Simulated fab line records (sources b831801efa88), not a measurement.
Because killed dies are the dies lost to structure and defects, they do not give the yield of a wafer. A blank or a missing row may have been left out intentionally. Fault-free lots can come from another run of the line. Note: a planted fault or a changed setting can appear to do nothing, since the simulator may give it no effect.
Split-lot study :: flow gf180mcu :: on a route of 602 steps: 5 lots, 23 wafers read

THE SPLIT
At GF_M1_SPUTTER_00 (material Ti, target thk 37.5 nm, time 150 s), the setting time_s was moved away from the recipe's 150 s on 5 of the 23 wafers read, by -14.1% to -10.1%. The other wafers ran this setting at the recipe's value.

Reading taken at the split's own step.

THE READING
Ti_of_M1_SPUTTER_00.thk_nm (the simulator's own value, which no gauge read), in nm, at GF_M1_SPUTTER_00 (material Ti, target thk 37.5 nm, time 150 s). The file does not state a usual value for it. The 18 wafers here that ran the recipe average 37.35 nm, standard deviation 0.45 nm.

wafer: L076.1
tool, chamber at the split: pvd_sputter-04, -
time_s as run, s: 134.8
against the recipe: -10.1%
Ti_of_M1_SPUTTER_00.thk_nm, nm: 33.08
against lot-mates on the recipe: -4.00

wafer: L076.2
tool, chamber at the split: pvd_sputter-04, -
time_s as run, s: 134.8
against the recipe: -10.1%
Ti_of_M1_SPUTTER_00.thk_nm, nm: 33.28
against lot-mates on the recipe: -3.80

wafer: L076.3
tool, chamber at the split: pvd_sputter-04, -
time_s as run, s: 134.8
against the recipe: -10.1%
Ti_of_M1_SPUTTER_00.thk_nm, nm: 33.71
against lot-mates on the recipe: -3.37

wafer: L076.4
tool, chamber at the split: pvd_sputter-04, -
time_s as run, s: 150
against the recipe: recipe
Ti_of_M1_SPUTTER_00.thk_nm, nm: 37.29
against lot-mates on the recipe: -

wafer: L076.5
tool, chamber at the split: pvd_sputter-04, -
time_s as run, s: 150
against the recipe: recipe
Ti_of_M1_SPUTTER_00.thk_nm, nm: 36.87
against lot-mates on the recipe: -

wafer: L079.2
tool, chamber at the split: pvd_sputter-01, -
time_s as run, s: 150
against the recipe: recipe
Ti_of_M1_SPUTTER_00.thk_nm, nm: 37.42
against lot-mates on the recipe: -

wafer: L079.3
tool, chamber at the split: pvd_sputter-01, -
time_s as run, s: 150
against the recipe: recipe
Ti_of_M1_SPUTTER_00.thk_nm, nm: 37.27
against lot-mates on the recipe: -

wafer: L079.6
tool, chamber at the split: pvd_sputter-01, -
time_s as run, s: 150
against the recipe: recipe
Ti_of_M1_SPUTTER_00.thk_nm, nm: 37.11
against lot-mates on the recipe: -

wafer: L083.2
tool, chamber at the split: pvd_sputter-04, -
time_s as run, s: 150
against the recipe: recipe
Ti_of_M1_SPUTTER_00.thk_nm, nm: 37.07
against lot-mates on the recipe: -

wafer: L083.3
tool, chamber at the split: pvd_sputter-04, -
time_s as run, s: 128.8
against the recipe: -14.1%
Ti_of_M1_SPUTTER_00.thk_nm, nm: 30.97
against lot-mates on the recipe: -5.87

wafer: L083.4
tool, chamber at the split: pvd_sputter-04, -
time_s as run, s: 150
against the recipe: recipe
Ti_of_M1_SPUTTER_00.thk_nm, nm: 36.75
against lot-mates on the recipe: -

wafer: L083.5
tool, chamber at the split: pvd_sputter-04, -
time_s as run, s: 128.8
against the recipe: -14.1%
Ti_of_M1_SPUTTER_00.thk_nm, nm: 31.53
against lot-mates on the recipe: -5.31

wafer: L083.6
tool, chamber at the split: pvd_sputter-04, -
time_s as run, s: 150
against the recipe: recipe
Ti_of_M1_SPUTTER_00.thk_nm, nm: 36.71
against lot-mates on the recipe: -

wafer: L084.1
tool, chamber at the split: pvd_sputter-01, -
time_s as run, s: 150
against the recipe: recipe
Ti_of_M1_SPUTTER_00.thk_nm, nm: 36.93
against lot-mates on the recipe: -

wafer: L084.2
tool, chamber at the split: pvd_sputter-01, -
time_s as run, s: 150
against the recipe: recipe
Ti_of_M1_SPUTTER_00.thk_nm, nm: 37.69
against lot-mates on the recipe: -

wafer: L084.3
tool, chamber at the split: pvd_sputter-01, -
time_s as run, s: 150
against the recipe: recipe
Ti_of_M1_SPUTTER_00.thk_nm, nm: 37.05
against lot-mates on the recipe: -

wafer: L084.5
tool, chamber at the split: pvd_sputter-01, -
time_s as run, s: 150
against the recipe: recipe
Ti_of_M1_SPUTTER_00.thk_nm, nm: 37.57
against lot-mates on the recipe: -

wafer: L084.6
tool, chamber at the split: pvd_sputter-01, -
time_s as run, s: 150
against the recipe: recipe
Ti_of_M1_SPUTTER_00.thk_nm, nm: 36.88
against lot-mates on the recipe: -

wafer: L085.1
tool, chamber at the split: pvd_sputter-02, -
time_s as run, s: 150
against the recipe: recipe
Ti_of_M1_SPUTTER_00.thk_nm, nm: 37.73
against lot-mates on the recipe: -

wafer: L085.2
tool, chamber at the split: pvd_sputter-02, -
time_s as run, s: 150
against the recipe: recipe
Ti_of_M1_SPUTTER_00.thk_nm, nm: 38.2
against lot-mates on the recipe: -

wafer: L085.3
tool, chamber at the split: pvd_sputter-02, -
time_s as run, s: 150
against the recipe: recipe
Ti_of_M1_SPUTTER_00.thk_nm, nm: 37.8
against lot-mates on the recipe: -

wafer: L085.4
tool, chamber at the split: pvd_sputter-02, -
time_s as run, s: 150
against the recipe: recipe
Ti_of_M1_SPUTTER_00.thk_nm, nm: 37.83
against lot-mates on the recipe: -

wafer: L085.5
tool, chamber at the split: pvd_sputter-02, -
time_s as run, s: 150
against the recipe: recipe
Ti_of_M1_SPUTTER_00.thk_nm, nm: 38.1
against lot-mates on the recipe: -

FIT RESULTS
A straight line over all 23 wafers: Ti_of_M1_SPUTTER_00.thk_nm changes by +0.416 nm for each +1% of time_s; r = +0.98; the points scatter about the line by 0.45 nm.
The same after taking each lot's own level away (the mean of its wafers on the recipe; 23 wafers): +0.384 nm for each +1%; r = +0.99; scatter 0.26 nm.
Per that fit: largest time_s move, reading shift of 5.4 nm.
Measured against the standard deviation above, the lots' own levels, which go from 36.843 to 37.932 nm, span 2.4 times it.
The two slopes are in agreement: the lot-to-lot level therefore moves the slope only a little.
Check: with one of the wafers moved furthest among these (-14.1%) left out of the fit, the line predicts -5.24 nm for it against its lot-mates. It came out at -5.87 nm against them.

FURTHER SPLITS ON THESE WAFERS
Note: prior to the reading, these wafers also went through further splits. Each is held against what the fit with the lots' levels taken away leaves over:
other split on the same wafers: GF_HV_LDD_EXPOSE_28 dose_mj
wafers away from the commonest value: 6
r with Ti_of_M1_SPUTTER_00.thk_nm (lot level and that fit taken away): +0.10

other split on the same wafers: GF_NSD_SOFTBAKE_03 temp_c
wafers away from the commonest value: 10
r with Ti_of_M1_SPUTTER_00.thk_nm (lot level and that fit taken away): -0.12

other split on the same wafers: GF_PSD_IMPLANT_09 energy_kev
wafers away from the commonest value: 10
r with Ti_of_M1_SPUTTER_00.thk_nm (lot level and that fit taken away): +0.21

other split on the same wafers: GF_SAB_DEVELOP_08 develop_time_s
wafers away from the commonest value: 5
r with Ti_of_M1_SPUTTER_00.thk_nm (lot level and that fit taken away): +0.07

other split on the same wafers: GF_CONTACT_CMP_04 leave_above_ref_nm
wafers away from the commonest value: 4
r with Ti_of_M1_SPUTTER_00.thk_nm (lot level and that fit taken away): +0.22

other split on the same wafers: GF_CONTACT_COAT_09 resist_thk_nm
wafers away from the commonest value: 10
r with Ti_of_M1_SPUTTER_00.thk_nm (lot level and that fit taken away): +0.15

THE FILE'S OWN FIT
Ti_of_M1_SPUTTER_00.thk_nm changes by +0.386 nm for each +1% of time_s, r = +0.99.
